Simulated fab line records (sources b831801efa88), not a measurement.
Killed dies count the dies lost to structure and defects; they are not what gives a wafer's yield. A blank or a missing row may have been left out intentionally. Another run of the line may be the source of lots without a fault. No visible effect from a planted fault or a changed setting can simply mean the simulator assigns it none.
fab line records	flow sky130
record: lots: 12	wafers: 36	last_day: 50
route steps=708 shown SONOS_ONO@183 LDD_P@256 POLY_CUT@315 PAD_OPEN@708
lots that met no fault: from a run of the same line without faults
start_h: start of the lot's first displayed wafer, in hours after the record's first day	wait_h: hours elapsed since this lot's preceding step	" as in the row above	L1.1+2: a single row standing in for several wafers	- no value, or no start was given	* or withheld: withheld	< > ~ a bound
route shown NAME@n: names a module that has steps shown in the file, with the first one's number in the route	usual: average and standard deviation across the fault-free wafers	same: alike in all rows	chamber/n: place in a boat	sites: each site's reading	_std_site: their standard deviation	_edge_site: inner sites' mean taken away from outer sites' mean	radius_mm: how far each site lies from the wafer's centre	mask NAME#n: copy n	behind: the most recent tool/chamber to have shaped the wafer	hold: why the lot went on hold/how many hours it stayed there/how the hold came to an end	device: the transistor (n, p or np) that didn't switch	end of line: the tests these same wafers got at the end of their route	where a step has no rows: the recipe by itself	killed: not the wafer's yield, but the dies lost to structure and defects at the first sort	map: dies across one wafer; x = killed, . = not, _ = none there
set.NAME: the setting that was run; set.NAME@STEP: the one run at that earlier step	model.NAME: the simulator's own value behind a step, which no gauge read
a sample of lots followed through the steps of the route, with each step as a table and each wafer as a row
services: from which hour (start_h, from the record's first day; less than 0 if before it) a tool's chamber was out of use, for how many hours, and why
== steps ==
step: SKY_SONOS_ONO_ETCH_15
recipe: target_depth_nm: 19.52	chemistry: CHF3/O2	source_w: 600	bias_w: 200	pressure_mtorr: 40	chf3_flow_sccm: 50	O2_flow_sccm: 5	time_s: 7.8
usual: bias_w: 200.0/0.55	drypump_motor_current_A: 5.6/0.4	oes_product_au: 1.000/0.016	throttle_valve_pct: 8.825/0.01
lot.wafer	tool	chamber	start_h	wait_h	bias_w	drypump_motor_current_A	oes_product_au	rf_hours_counter_h	throttle_valve_pct
L262.1	rie_diel-03	2	293.84	0.0	200.1	5.7	0.989	44	8.832
L262.2	"	3	"	"	200.3	6.4	1.010	6	8.824
L262.6	"	3	"	"	200.8	6.4	1.008	-	8.824
L268.2	rie_diel-03	3	352.04	0.0	201.2	6.4	1.014	7	8.819
L268.4	"	2	"	"	199.6	5.7	0.993	45	8.814
L268.6	"	0	"	"	200.6	5.4	0.975	-	8.814
L270.3	rie_diel-04	0	367.44	0.0	200.9	5.5	0.977	3	8.814
L270.4	"	2	"	"	199.9	5.7	1.023	5	8.832
L270.6	"	1	"	"	199.7	5.0	1.009	-	8.829
L275.3	rie_diel-03	1	414.20	0.0	200.0	5.4	1.026	52	8.837
L275.5	"	1	"	"	199.7	5.4	1.029	-	8.852
L275.6	"	0	"	"	199.6	5.4	0.985	-	8.823
L276.3	rie_diel-04	1	422.85	0.0	199.5	5.0	1.006	13	8.812
L276.4	"	0	"	"	200.3	5.5	0.974	4	8.811
L276.6	"	3	"	"	200.2	5.5	0.998	-	8.827
L278.2	rie_diel-02	2	441.70	0.0	200.3	5.8	1.000	9	8.836
L278.3	"	0	"	"	199.5	6.2	1.019	2	8.821
L278.5	"	1	"	"	199.4	5.2	1.018	-	8.846
L279.1	rie_diel-02	1	448.49	0.0	201.1	5.3	1.010	12	8.834
L279.2	"	3	"	"	199.8	6.4	1.010	3	8.832
L279.6	"	0	"	"	200.7	6.2	1.011	-	8.824
L280.3	rie_diel-04	3	453.70	0.0	200.2	5.4	0.999	64	8.831
L280.4	"	1	"	"	199.7	5.0	1.014	13	8.813
L280.6	"	1	"	"	199.1	5.0	1.019	-	8.829
L281.1	rie_diel-04	2	464.84	0.0	200.3	5.7	1.015	6	8.821
L281.3	"	0	"	"	200.4	5.5	0.971	5	8.809
L281.6	"	2	"	"	200.6	5.7	1.017	-	8.851
L282.2	rie_diel-04	1	468.64	0.0	199.9	5.1	1.004	13	8.837
L282.3	"	3	"	"	200.6	5.5	1.006	64	8.821
L282.4	"	0	"	"	199.2	5.5	0.976	5	8.818
L283.1	rie_diel-03	1	475.05	0.0	200.3	5.3	1.003	53	8.818
L283.2	"	2	"	"	200.5	5.7	0.991	47	8.814
L283.3	"	3	"	"	200.0	6.4	0.990	9	8.822
L284.3	rie_diel-04	1	497.70	0.0	200.2	5.0	1.006	14	8.825
L284.4	"	3	"	"	199.6	5.5	1.008	65	8.802
L284.5	"	2	"	"	199.7	5.7	1.018	-	8.823
step: SKY_LDD_P_HMDS_01
recipe: prime_time_s: 60	prime_temp_c: 120
usual: exhaust_pa: 45.3/0.91	prime_temp_c: 120.01/0.13
same: prime_time_s: 60
lot.wafer	tool	chamber	start_h	wait_h	exhaust_pa	prime_temp_c
L262.1	litho_track-03	0	436.60	0.1	44.3	119.96
L262.2	"	0	"	"	45.1	120.02
L262.6	"	0	"	"	46.4	119.94
L268.2	litho_track-01	0	499.00	0.1	45.1	116.77
L268.4	"	0	"	"	46.7	116.70
L268.6	"	0	"	"	46.2	116.81
L270.3	litho_track-01	0	517.08	0.1	46.0	116.80
L270.4	"	0	"	"	45.9	116.69
L270.6	"	0	"	"	46.0	116.97
L275.3	litho_track-02	0	560.23	0.1	45.3	119.95
L275.5	"	0	"	"	45.5	119.75
L275.6	"	0	"	"	43.8	119.90
L276.3	litho_track-02	0	568.88	0.1	46.6	120.21
L276.4	"	0	"	"	46.1	120.15
L276.6	"	0	"	"	46.0	120.07
L278.2	litho_track-02	0	585.56	0.1	45.5	120.02
L278.3	"	0	"	"	45.3	120.07
L278.5	"	0	"	"	45.8	120.20
L279.1	litho_track-03	0	595.70	0.1	46.8	120.02
L279.2	"	0	"	"	46.2	120.21
L279.6	"	0	"	"	46.5	120.01
L280.3	litho_track-01	0	597.93	0.1	45.5	120.22
L280.4	"	0	"	"	46.4	120.02
L280.6	"	0	"	"	45.6	120.11
L281.1	litho_track-01	0	607.23	0.1	45.2	120.21
L281.3	"	0	"	"	46.4	120.08
L281.6	"	0	"	"	45.9	120.21
L282.2	litho_track-02	0	612.71	0.1	44.8	119.77
L282.3	"	0	"	"	44.7	120.00
L282.4	"	0	"	"	45.0	120.05
L283.1	litho_track-01	0	620.83	0.1	46.3	120.18
L283.2	"	0	"	"	45.7	119.97
L283.3	"	0	"	"	45.5	119.94
L284.3	litho_track-01	0	638.73	0.1	45.1	120.17
L284.4	"	0	"	"	44.8	120.10
L284.5	"	0	"	"	45.1	120.11
step: SKY_POLY_CUT_CD_MEAS_08
recipe: target_cd_nm: 270
usual: cd_nm: 269.7/2
lot.wafer	tool	chamber	start_h	wait_h	cd_nm
L262.1	cd_sem-02	-	575.73	-	267.7
L262.2	"	-	"	"	266.0
L262.6	"	-	"	"	268.1
L268.2	cd_sem-02	-	635.12	-	269.7
L268.4	"	-	"	"	270.0
L268.6	"	-	"	"	269.1
L270.3	cd_sem-01	-	653.09	-	269.1
L270.4	"	-	"	"	267.6
L270.6	"	-	"	"	267.2
L275.3	cd_sem-02	-	695.52	-	268.0
L275.5	"	-	"	"	270.6
L275.6	"	-	"	"	269.1
L276.3	cd_sem-02	-	701.54	-	269.7
L276.4	"	-	"	"	268.6
L276.6	"	-	"	"	268.8
L278.2	cd_sem-02	-	717.70	-	269.1
L278.3	"	-	"	"	269.8
L278.5	"	-	"	"	268.9
L279.1	cd_sem-02	-	727.38	-	271.5
L279.2	"	-	"	"	272.3
L279.6	"	-	"	"	271.3
L280.3	cd_sem-01	-	730.47	-	269.0
L280.4	"	-	"	"	269.0
L280.6	"	-	"	"	270.7
L281.1	cd_sem-01	-	737.68	-	271.2
L281.3	"	-	"	"	271.3
L281.6	"	-	"	"	271.3
L282.2	cd_sem-02	-	742.65	-	271.0
L282.3	"	-	"	"	271.5
L282.4	"	-	"	"	269.7
L283.1	cd_sem-01	-	750.25	-	271.3
L283.2	"	-	"	"	270.0
L283.3	"	-	"	"	270.1
L284.3	cd_sem-02	-	766.72	-	272.2
L284.4	"	-	"	"	271.3
L284.5	"	-	"	"	271.9
step: SKY_POLY_CUT_STRIP_12
recipe: chemistry: O2/N2	power_w: 1400	pressure_mtorr: 1500	platen_temp_c: withheld	o2_flow_sccm: 3000	n2_flow_sccm: 300	overash_fraction: 0.5
usual: drypump_motor_current_A: 5.5/0.38	oes_product_au: 0.452/0.0048	strip_time_to_endpoint_s: 5.359/0.018
lot.wafer	tool	chamber	start_h	wait_h	drypump_motor_current_A	oes_product_au	rf_hours_counter_h	strip_time_to_endpoint_s
L262.1	plasma_asher-01	1	575.97	0.0	5.3	0.452	78	5.364
L262.2	"	0	"	"	5.7	0.453	78	5.376
L262.6	"	1	"	"	5.3	0.448	-	5.362
L268.2	plasma_asher-04	0	635.33	0.0	5.6	0.454	21	5.390
L268.4	"	1	"	"	4.9	0.455	-	5.388
L268.6	"	0	"	"	5.6	0.458	-	5.375
L270.3	plasma_asher-04	1	653.32	0.1	4.9	0.447	-	5.362
L270.4	"	0	"	"	5.6	0.452	-	5.366
L270.6	"	1	"	"	4.9	0.463	-	5.356
L275.3	plasma_asher-01	0	695.75	0.1	5.7	0.455	-	5.353
L275.5	"	0	"	"	5.7	0.446	-	5.362
L275.6	"	1	"	"	5.3	0.454	-	5.376
L276.3	plasma_asher-01	1	701.77	0.1	5.3	0.455	-	5.382
L276.4	"	0	"	"	5.7	0.448	-	5.387
L276.6	"	0	"	"	5.7	0.456	-	5.396
L278.2	plasma_asher-04	1	717.92	0.0	4.9	0.449	29	5.387
L278.3	"	0	"	"	5.6	0.454	-	5.370
L278.5	"	1	"	"	4.9	0.449	-	5.364
L279.1	plasma_asher-02	1	727.62	0.0	6.1	0.455	95	5.392
L279.2	"	0	"	"	5.8	0.450	95	5.370
L279.6	"	1	"	"	6.1	0.447	-	5.357
L280.3	plasma_asher-04	0	730.70	0.1	5.6	0.448	-	5.328
L280.4	"	1	"	"	4.9	0.443	-	5.353
L280.6	"	0	"	"	5.6	0.458	-	5.369
L281.1	plasma_asher-04	1	737.92	0.0	4.9	0.453	31	5.370
L281.3	"	1	"	"	4.9	0.450	-	5.346
L281.6	"	0	"	"	5.6	0.456	-	5.392
L282.2	plasma_asher-02	0	742.87	0.0	5.8	0.450	0	5.377
L282.3	"	0	"	"	5.8	0.456	-	5.374
L282.4	"	1	"	"	6.0	0.449	-	5.353
L283.1	plasma_asher-04	1	750.48	0.0	4.9	0.450	32	5.361
L283.2	"	0	"	"	5.6	0.460	32	5.362
L283.3	"	0	"	"	5.6	0.457	-	5.388
L284.3	plasma_asher-04	0	766.96	0.1	5.6	0.442	-	5.362
L284.4	"	1	"	"	4.9	0.459	-	5.356
L284.5	"	1	"	"	4.9	0.451	-	5.353
step: SKY_PAD_OPEN_PROBE_99
usual: killed_at_M0_to_M3: 43/7.8	killed_at_M4_up: 3.2/1.9	killed_at_contacts: 24/5	killed_at_front_end: 14/4.5	killed_at_other: 0.2/0.41	killed_dies: 84/9.6	killed_open: 47/6.9	killed_short: 38/6
same: gross_dies: 492	killed_at_back_side: 0
lot.wafer	tool	chamber	start_h	wait_h	killed_at_M0_to_M3	killed_at_M4_up	killed_at_contacts	killed_at_front_end	killed_at_other	killed_dies	killed_open	killed_short
L268.2	prober-01	-	1124.20	0.1	56	4	30	14	1	105	62	43
L268.4	prober-01	-	1124.30	0.2	38	3	35	21	1	98	56	42
L268.6	prober-01	-	1124.40	0.2	53	5	24	14	1	97	52	44
L275.3	prober-02	-	1168.70	0.2	41	3	21	9	0	74	46	28
L275.5	prober-02	-	1168.80	0.2	54	2	21	22	0	99	58	41
L275.6	prober-02	-	1168.85	0.2	47	6	23	12	1	89	41	48
L280.3	prober-01	-	1187.77	0.2	42	2	20	21	0	85	54	31
L280.4	prober-01	-	1187.82	0.2	36	2	26	11	0	75	36	39
L280.6	prober-01	-	1187.92	0.2	37	2	22	14	0	75	36	39
L281.1	prober-02	-	1190.24	0.1	34	7	27	9	0	77	37	40
L281.3	prober-02	-	1190.34	0.2	32	5	25	16	0	78	47	31
L281.6	prober-02	-	1190.49	0.2	33	1	29	9	0	72	36	36
L282.2	prober-01	-	1195.40	0.1	49	0	26	17	0	92	49	43
L282.3	prober-01	-	1195.45	0.2	57	5	25	10	0	97	39	58
L282.4	prober-01	-	1195.50	0.2	37	3	27	18	0	85	43	42
killed by level:class
L268.2 VIA1:geometric_particle:open=15 CONTACT:geometric_particle:open=10 VIA2:geometric_particle:open=9 METAL1:geometric_particle:short=7 LI_CONTACT:geometric_particle:open=6 VIA3:geometric_particle:open=6 VIA1:geometric_particle:short=6 LOCAL_INTERCONNECT:geometric_particle:short=5
L268.4 CONTACT:geometric_particle:open=15 VIA1:geometric_particle:open=10 LI_CONTACT:geometric_particle:open=8 VIA1:geometric_particle:short=7 POLY_GATE:geometric_particle:open=6 FIELD_ISO:geometric_particle:short=5 POLY_GATE:geometric_particle:short=5 LI_CONTACT:geometric_particle:short=5
L268.6 VIA1:geometric_particle:open=11 CONTACT:geometric_particle:open=10 VIA2:geometric_particle:open=8 METAL2:geometric_particle:short=7 VIA2:geometric_particle:short=6 METAL1:geometric_particle:short=5 VIA1:geometric_particle:short=4 POLY_GATE:geometric_particle:open=4
L275.3 VIA1:geometric_particle:open=9 CONTACT:geometric_particle:open=7 LI_CONTACT:geometric_particle:open=7 VIA3:geometric_particle:short=6 VIA3:geometric_particle:open=6 POLY_GATE:geometric_particle:open=4 VIA1:geometric_particle:short=4 VIA2:geometric_particle:open=3
L275.5 VIA2:geometric_particle:open=13 VIA1:geometric_particle:open=12 FIELD_ISO:geometric_particle:open=11 CONTACT:geometric_particle:short=7 VIA3:geometric_particle:open=7 LOCAL_INTERCONNECT:geometric_particle:short=6 METAL1:geometric_particle:short=6 VIA1:geometric_particle:short=5
L275.6 CONTACT:geometric_particle:open=10 METAL1:geometric_particle:short=9 VIA1:geometric_particle:open=9 METAL2:geometric_particle:short=7 VIA3:geometric_particle:open=7 LOCAL_INTERCONNECT:geometric_particle:short=6 POLY_GATE:geometric_particle:open=4 POLY_GATE:geometric_particle:short=4
L280.3 VIA1:geometric_particle:open=11 CONTACT:geometric_particle:open=8 VIA3:geometric_particle:open=8 METAL1:geometric_particle:short=7 FIELD_ISO:geometric_particle:open=6 LI_CONTACT:geometric_particle:open=6 POLY_GATE:geometric_particle:short=5 VIA2:geometric_particle:open=5
L280.4 CONTACT:geometric_particle:open=9 VIA2:geometric_particle:open=7 LOCAL_INTERCONNECT:geometric_particle:short=6 CONTACT:geometric_particle:short=5 LI_CONTACT:geometric_particle:open=5 METAL2:geometric_particle:short=5 VIA1:geometric_particle:short=5 VIA1:geometric_particle:open=5
L280.6 VIA1:geometric_particle:open=9 LI_CONTACT:geometric_particle:open=7 CONTACT:geometric_particle:open=5 VIA1:geometric_particle:short=5 FIELD_ISO:geometric_particle:short=4 LOCAL_INTERCONNECT:geometric_particle:short=4 METAL1:geometric_particle:short=4 METAL2:geometric_particle:short=4
L281.1 CONTACT:geometric_particle:open=8 VIA1:geometric_particle:open=6 CONTACT:geometric_particle:short=6 LI_CONTACT:geometric_particle:open=5 METAL4:geometric_particle:short=5 VIA1:geometric_particle:short=5 METAL2:geometric_particle:short=5 FIELD_ISO:geometric_particle:short=3
L281.3 CONTACT:geometric_particle:open=11 VIA2:geometric_particle:open=10 LI_CONTACT:geometric_particle:open=6 VIA1:geometric_particle:open=6 LOCAL_INTERCONNECT:geometric_particle:short=5 VIA3:geometric_particle:short=5 FIELD_ISO:geometric_particle:open=4 METAL2:geometric_particle:open=4
L281.6 CONTACT:geometric_particle:open=11 LOCAL_INTERCONNECT:geometric_particle:short=7 VIA1:geometric_particle:open=7 CONTACT:geometric_particle:short=5 VIA2:geometric_particle:open=5 VIA2:geometric_particle:short=3 POLY_GATE:geometric_particle:open=3 LI_CONTACT:geometric_particle:short=3
L282.2 METAL2:geometric_particle:short=9 VIA3:geometric_particle:open=9 LI_CONTACT:geometric_particle:open=7 VIA1:geometric_particle:open=7 FIELD_ISO:geometric_particle:open=6 LOCAL_INTERCONNECT:geometric_particle:short=6 CONTACT:geometric_particle:short=5 CONTACT:geometric_particle:open=5
L282.3 VIA1:geometric_particle:open=11 LOCAL_INTERCONNECT:geometric_particle:short=9 METAL1:geometric_particle:short=8 METAL3:geometric_particle:short=7 METAL2:geometric_particle:short=6 VIA1:geometric_particle:short=6 VIA2:geometric_particle:open=6 CONTACT:geometric_particle:short=5
L282.4 LI_CONTACT:geometric_particle:open=11 METAL2:geometric_particle:short=7 VIA2:geometric_particle:open=7 LOCAL_INTERCONNECT:geometric_particle:short=6 VIA1:geometric_particle:open=6 POLY_GATE:geometric_particle:open=5 CONTACT:geometric_particle:short=5 CONTACT:geometric_particle:open=5
== services ==
tool	chamber	start_h	hours	kind
rie_diel-04	3	283.06	3.9	repair
plasma_asher-04	-	303.50	14.6	pm
rie_diel-03	2	306.13	12.7	repair
rie_diel-04	-	313.40	1.1	repair
rie_diel-03	0	345.69	2.2	repair
rie_diel-03	3	381.13	1.5	repair
plasma_asher-04	-	421.25	9.0	pm
plasma_asher-04	-	423.40	4.6	repair
rie_diel-03	-	452.56	10.0	pm
plasma_asher-04	-	462.35	2.8	pm
rie_diel-04	1	477.71	2.5	repair
rie_diel-03	1	496.21	10.2	repair
plasma_asher-04	-	519.57	1.4	repair
rie_diel-04	-	527.78	0.2	repair
rie_diel-04	3	536.80	3.2	repair
rie_diel-04	2	567.63	2.3	repair
rie_diel-04	3	579.67	5.8	repair
plasma_asher-04	-	595.59	1.7	repair
plasma_asher-04	-	630.75	2.6	repair
rie_diel-03	1	660.98	5.6	repair
rie_diel-04	0	700.77	4.4	repair
rie_diel-03	1	708.98	3.2	repair
rie_diel-03	-	718.48	0.3	repair
rie_diel-03	-	733.45	0.9	repair
== key ==
first_sign: step: SKY_LDD_P_HMDS_01	reading: prime_temp_c	direction: down	sigmas: 26	usual: *	struck: *
effect none on later readings
met_at SKY_LDD_P_HMDS_01
struck_lots L268,L270
tester_left_out L268,L270
not_acting_at SKY_SONOS_ONO_ETCH_15,SKY_POLY_CUT_CD_MEAS_08,SKY_POLY_CUT_STRIP_12
fault: kind: process_parameter_drift	tool: litho_track-01	chamber: -	onset_h: 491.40	steps: SKY_LDD_P_HMDS_01	channel: prime_temp_c	offset: *	shape: step	end_h: 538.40	acts_in: *	stated: *
tester_left_out: of these lots the tester's yield and bins aren't shown, on N5 and GAA mostly nor the transistor test; their killed dies are dies lost to structure and defects alone, not to doping, threshold or leakage, so they don't give the yield
